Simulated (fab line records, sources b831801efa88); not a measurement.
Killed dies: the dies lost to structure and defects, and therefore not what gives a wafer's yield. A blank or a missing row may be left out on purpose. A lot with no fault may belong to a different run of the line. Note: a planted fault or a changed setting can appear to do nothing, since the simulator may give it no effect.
Which tool did it? :: flow gf180mcu :: 10 lots, 30 wafers sampled, at 6 steps of a route of 602

## WHAT THE GAUGES SHOWED, per wafer
GF_M3_RS_MEAS_05: measurement is done with a four-point probe.
lot: L261
measured: day 20 19:10
on: film_metro-03
M3_ALCU_RS (ohm/sq): 0.0703 0.0702 0.0703

lot: L262
measured: day 21 07:07
on: film_metro-02
M3_ALCU_RS (ohm/sq): 0.0694 0.0700 0.0708

lot: L264
measured: day 22 00:20
on: film_metro-03
M3_ALCU_RS (ohm/sq): 0.0700 0.0703 0.0693

lot: L266
measured: day 22 09:30
on: film_metro-03
M3_ALCU_RS (ohm/sq): 0.0699 0.0697 0.0702

lot: L267
measured: day 22 14:55
on: film_metro-03
M3_ALCU_RS (ohm/sq): 0.0696 0.0696 0.0695

lot: L268
measured: day 23 03:03
on: film_metro-03
M3_ALCU_RS (ohm/sq): 0.0691 0.0698 0.0696

lot: L269
measured: day 23 17:42
on: film_metro-01
M3_ALCU_RS (ohm/sq): 0.0697 0.0701 0.0697

lot: L271
measured: day 23 23:15
on: film_metro-03
M3_ALCU_RS (ohm/sq): 0.0701 0.0705 0.0695

lot: L273
measured: day 24 22:26
on: film_metro-01
M3_ALCU_RS (ohm/sq): 0.0695 0.0687 0.0688

lot: L276
measured: day 25 15:31
on: film_metro-01
M3_ALCU_RS (ohm/sq): 0.0697 0.0693 0.0694

GF_V3_RS_MEAS_24: measurement is done with a four-point probe.
lot: L261
measured: day 22 20:13
on: film_metro-01
V3_W_RS (ohm/sq): 0.325 0.327 0.322

lot: L262
measured: day 23 07:41
on: film_metro-04
V3_W_RS (ohm/sq): 0.325 0.325 0.328

lot: L264
measured: day 23 23:32
on: film_metro-04
V3_W_RS (ohm/sq): 0.325 0.331 0.329

lot: L266
measured: day 24 08:48
on: film_metro-01
V3_W_RS (ohm/sq): 0.331 0.330 0.332

lot: L267
measured: day 24 13:37
on: film_metro-04
V3_W_RS (ohm/sq): 0.327 0.319 0.319

lot: L268
measured: day 25 01:43
on: film_metro-01
V3_W_RS (ohm/sq): 0.326 0.330 0.332

lot: L269
measured: day 25 16:34
on: film_metro-01
V3_W_RS (ohm/sq): 0.336 0.335 0.337

lot: L271
measured: day 25 21:00
on: film_metro-01
V3_W_RS (ohm/sq): 0.328 0.330 0.334

lot: L273
measured: day 26 19:31
on: film_metro-04
V3_W_RS (ohm/sq): 0.329 0.331 0.328

lot: L276
measured: day 27 12:03
on: film_metro-04
V3_W_RS (ohm/sq): 0.324 0.229 0.328

GF_V3_THK_MEAS_25: measures by xrf.
lot: L261
measured: day 22 20:20
on: film_metro-01
V3_W_THK (nm): 358 354 359

lot: L262
measured: day 23 07:47
on: film_metro-04
V3_W_THK (nm): 360 360 360

lot: L264
measured: day 23 23:38
on: film_metro-04
V3_W_THK (nm): 361 355 357

lot: L266
measured: day 24 08:55
on: film_metro-01
V3_W_THK (nm): 352 355 352

lot: L267
measured: day 24 13:44
on: film_metro-04
V3_W_THK (nm): 366 372 373

lot: L268
measured: day 25 01:49
on: film_metro-01
V3_W_THK (nm): 358 356 347

lot: L269
measured: day 25 16:41
on: film_metro-01
V3_W_THK (nm): 345 349 348

lot: L271
measured: day 25 21:07
on: film_metro-01
V3_W_THK (nm): 355 352 348

lot: L273
measured: day 26 19:38
on: film_metro-04
V3_W_THK (nm): 362 361 362

lot: L276
measured: day 27 12:10
on: film_metro-04
V3_W_THK (nm): 366 532 361

## EACH LOT AND THE TOOL THAT RAN IT (in order: tool; ch and the chambers of the sampled wafers; start)
lot: L261
GF_V3_CMP_04: cmp-01 ch 0,1, day 21 20:06
GF_V3_SPUTTER_22: pvd_sputter-03, day 22 20:03
GF_V3_CVD_23: cvd_w-02 ch 0,1, day 22 20:05

lot: L262
GF_V3_CMP_04: cmp-02 ch 0,1,2, day 22 07:28
GF_V3_SPUTTER_22: pvd_sputter-02, day 23 07:31
GF_V3_CVD_23: cvd_w-02 ch 0,1, day 23 07:33

lot: L264
GF_V3_CMP_04: cmp-01 ch 0,2, day 22 23:53
GF_V3_SPUTTER_22: pvd_sputter-01, day 23 23:21
GF_V3_CVD_23: cvd_w-02 ch 0,1, day 23 23:24

lot: L266
GF_V3_CMP_04: cmp-01 ch 1,3, day 23 09:17
GF_V3_SPUTTER_22: pvd_sputter-02, day 24 08:39
GF_V3_CVD_23: cvd_w-02 ch 0, day 24 08:41

lot: L267
GF_V3_CMP_04: cmp-02 ch 0,1,2, day 23 14:21
GF_V3_SPUTTER_22: pvd_sputter-02, day 24 13:28
GF_V3_CVD_23: cvd_w-02 ch 0,1, day 24 13:30

lot: L268
GF_V3_CMP_04: cmp-02 ch 1,2,3, day 24 02:08
GF_V3_SPUTTER_22: pvd_sputter-01, day 25 01:32
GF_V3_CVD_23: cvd_w-01 ch 0,1, day 25 01:37

lot: L269
GF_V3_CMP_04: cmp-01 ch 0,2,3, day 24 17:05
GF_V3_SPUTTER_22: pvd_sputter-01, day 25 16:24
GF_V3_CVD_23: cvd_w-02 ch 0,1, day 25 16:26

lot: L271
GF_V3_CMP_04: cmp-01 ch 0,1,3, day 24 22:14
GF_V3_SPUTTER_22: pvd_sputter-03, day 25 20:51
GF_V3_CVD_23: cvd_w-02 ch 0,1, day 25 20:53

lot: L273
GF_V3_CMP_04: cmp-01 ch 1,2, day 25 21:04
GF_V3_SPUTTER_22: pvd_sputter-01, day 26 19:22
GF_V3_CVD_23: cvd_w-01 ch 1, day 26 19:25

lot: L276
GF_V3_CMP_04: cmp-02 ch 0,2,3, day 26 13:38
GF_V3_SPUTTER_22: pvd_sputter-01, day 27 11:54
GF_V3_CVD_23: cvd_w-02 ch 0,1, day 27 11:56
- GF_V3_CMP_04: polishes SiO2.
- GF_V3_SPUTTER_22: material TiN, target thk 10 nm, time 40 s.
- GF_V3_CVD_23: deposits W, target thk 350 nm, time 104.9 s.

## WHAT THE TOOLS THEMSELVES READ (means of the sampled wafers that have a number; where no wafer has one, the mark that the record gives instead)
GF_V3_CMP_04.
lot: L261
tool: cmp-01
head_pressure_psi (psi): 4.005
motor_current_A (A): 11.3
slurry_filter_dp_kPa (kPa): 13.41
time_to_endpoint_s (s): 85

lot: L262
tool: cmp-02
head_pressure_psi (psi): 3.995
motor_current_A (A): 11.1
slurry_filter_dp_kPa (kPa): 13.58
time_to_endpoint_s (s): 84

lot: L264
tool: cmp-01
head_pressure_psi (psi): 3.995
motor_current_A (A): 9.9
slurry_filter_dp_kPa (kPa): 13.52
time_to_endpoint_s (s): 76

lot: L266
tool: cmp-01
head_pressure_psi (psi): 4.008
motor_current_A (A): 10.1
slurry_filter_dp_kPa (kPa): 13.54
time_to_endpoint_s (s): 83

lot: L267
tool: cmp-02
head_pressure_psi (psi): 3.994
motor_current_A (A): 11.4
slurry_filter_dp_kPa (kPa): 13.54
time_to_endpoint_s (s): 88

lot: L268
tool: cmp-02
head_pressure_psi (psi): 3.991
motor_current_A (A): 11.3
slurry_filter_dp_kPa (kPa): 13.60
time_to_endpoint_s (s): 92

lot: L269
tool: cmp-01
head_pressure_psi (psi): 3.997
motor_current_A (A): 10.1
slurry_filter_dp_kPa (kPa): 13.39
time_to_endpoint_s (s): 77

lot: L271
tool: cmp-01
head_pressure_psi (psi): 4.011
motor_current_A (A): 10.3
slurry_filter_dp_kPa (kPa): 13.68
time_to_endpoint_s (s): 83

lot: L273
tool: cmp-01
head_pressure_psi (psi): 3.985
motor_current_A (A): 11.3
slurry_filter_dp_kPa (kPa): 13.49
time_to_endpoint_s (s): 83

lot: L276
tool: cmp-02
head_pressure_psi (psi): 3.995
motor_current_A (A): 11.5
slurry_filter_dp_kPa (kPa): 13.48
time_to_endpoint_s (s): 76

GF_V3_SPUTTER_22.
lot: L261
tool: pvd_sputter-03
throttle_valve_pct (%): 30.8

lot: L262
tool: pvd_sputter-02
throttle_valve_pct (%): 30.2

lot: L264
tool: pvd_sputter-01
throttle_valve_pct (%): 29.2

lot: L266
tool: pvd_sputter-02
throttle_valve_pct (%): 30.0

lot: L267
tool: pvd_sputter-02
throttle_valve_pct (%): 29.8

lot: L268
tool: pvd_sputter-01
throttle_valve_pct (%): 31.2

lot: L269
tool: pvd_sputter-01
throttle_valve_pct (%): 29.3

lot: L271
tool: pvd_sputter-03
throttle_valve_pct (%): 30.4

lot: L273
tool: pvd_sputter-01
throttle_valve_pct (%): 28.4

lot: L276
tool: pvd_sputter-01
throttle_valve_pct (%): 31.2

GF_V3_CVD_23.
lot: L261
tool: cvd_w-02
heater_power_outer_w (W): 505
heater_power_w (W): 782

lot: L262
tool: cvd_w-02
heater_power_outer_w (W): 482
heater_power_w (W): 741

lot: L264
tool: cvd_w-02
heater_power_outer_w (W): 493
heater_power_w (W): 745

lot: L266
tool: cvd_w-02
heater_power_outer_w (W): 463
heater_power_w (W): 700

lot: L267
tool: cvd_w-02
heater_power_outer_w (W): 502
heater_power_w (W): 783

lot: L268
tool: cvd_w-01
heater_power_outer_w (W): 509
heater_power_w (W): 808

lot: L269
tool: cvd_w-02
heater_power_outer_w (W): 503
heater_power_w (W): 785

lot: L271
tool: cvd_w-02
heater_power_outer_w (W): 484
heater_power_w (W): 760

lot: L273
tool: cvd_w-01
heater_power_outer_w (W): 460
heater_power_w (W): 761

lot: L276
tool: cvd_w-02
heater_power_outer_w (W): 502
heater_power_w (W): 784

## THE ANSWER, worked out from the rows above alone
Rule: usual is defined by the lots themselves. Put in order of their means at a reading, lots are off if they are a third of the lots or fewer, leave a main group of 4 or more, and stand apart from it by a gap of 3 or more times the standard deviation of the main group's means; of several such gaps the widest counts. A main group is skipped when, at the precision printed for the reading in the tables above, its means are all equal. Also off: a lot with no number at a reading for which 4 or more lots have one. Any other lot the step has rows for is counted as sound. Order of review: gauges by route order, followed by the tools' own readings, for which a lot's mean as printed above is used. At the first step where some lot is off, the reading lying furthest off is the one used; lots without a number count as furthest.
Off: at GF_V3_RS_MEAS_24 (V3_W_RS), L276. The main group: mean 0.329 ohm/sq, standard deviation 0.0039.
If a tool, at a process step before that reading, ran all the lots that are off and no sound lot after the first of them, it fits. Gauges at GF_V3_RS_MEAS_24: tried the same way as those tools. Can't be told from this: 4 tools fit, cmp-02 at GF_V3_CMP_04, pvd_sputter-01 at GF_V3_SPUTTER_22, cvd_w-02 at GF_V3_CVD_23, film_metro-04 at GF_V3_RS_MEAS_24.

## WHAT THE SIMULATOR PUT IN
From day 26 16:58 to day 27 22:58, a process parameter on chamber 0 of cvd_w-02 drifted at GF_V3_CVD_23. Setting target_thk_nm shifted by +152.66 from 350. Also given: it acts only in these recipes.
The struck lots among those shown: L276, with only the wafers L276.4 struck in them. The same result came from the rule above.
